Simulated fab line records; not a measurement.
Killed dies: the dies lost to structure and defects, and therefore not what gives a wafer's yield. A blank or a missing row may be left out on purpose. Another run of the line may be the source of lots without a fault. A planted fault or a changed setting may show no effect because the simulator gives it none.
Code-filled problem report in 8D (eight disciplines) form | flow sky130 | the parts of the form that need people (team, actions taken, sign-off) are left out

== 1. THE PROBLEM ==
Mean of developerTempC at SKY_METAL1_DEVELOP_14: 20.16 C across 6 wafers in 2 lots; on wafers with no fault it is 21.00 C (standard deviation 0.11). That is -7.6 standard deviations from the usual mean.
The step: develop time 60 s.
Earliest sighting: wafer L330.1 on lithoTrack-04 at day 36 19:00. Wafers with a number at this step in the record: 36, from 12 lots. By rule, "out" or "out of limits" means more than 4 standard deviations away from the usual mean. All remaining wafers that have a number are taken as sound.

== 2. WHAT IT IS, WHAT IT ISN'T ==
question                    | is                     | is not
which readings at this step | developerTempC         | -
which lots                  | L330, L331             | L319, L320, L321, L322, L323, L335, L338, L340, L341, L342
which wafers of those lots  | all that have a number | -
read on which tools         | lithoTrack-04          | lithoTrack-02
when                        | from day 36 19:00      | up to then (15 sound wafers); but 15 sound wafers of L335, L338, L340, L341, L342 came after

== 3. WHAT RULES OUT EACH SUSPECT ==
Counting: a tool stays on the suspect list if, at a process step up to the reading, it processed all lots that are out and no sound lot following the first of them.
- lithoTrack-04 at SKY_METAL1_DEVELOP_14 (develop time 60 s): ruled out as a lasting fault. Following L330 (day 36 19:00), the first lot on it that is out, the sound lots L340 were run on it.
Left after counting: nothing in the record.

== 4. THE CAUSE (what the simulator had put in) ==
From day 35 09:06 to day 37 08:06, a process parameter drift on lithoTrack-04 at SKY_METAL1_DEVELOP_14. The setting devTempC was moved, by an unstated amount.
Counting ruled it out, wrongly.

== 5. SEQUENCE OF EFFECTS, ordered by route ==
Each row: a reading where the mean over the struck wafers with a number is more than 3 standard deviations away from the usual. Scope: only readings with a usual standard deviation given in the record; hours: median across lots of the time from each lot's start at the first step in this table that gives one to its start at this step; sigmas: change in usual standard deviations.
hours | step                  | reading        | usual   | on struck wafers | change | sigmas
0     | SKY_METAL1_DEVELOP_14 | developerTempC | 21.00 C | 20.16            | -0.84  | -7.6
Here are the process steps it includes:
- SKY_METAL1_DEVELOP_14: develop time 60 s.

== 6. HOW IT WOULD HAVE BEEN CAUGHT EARLIER ==
34 hours passed between the start of the fault at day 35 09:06 and the first reading out of limits in this record, taken at day 36 19:00.
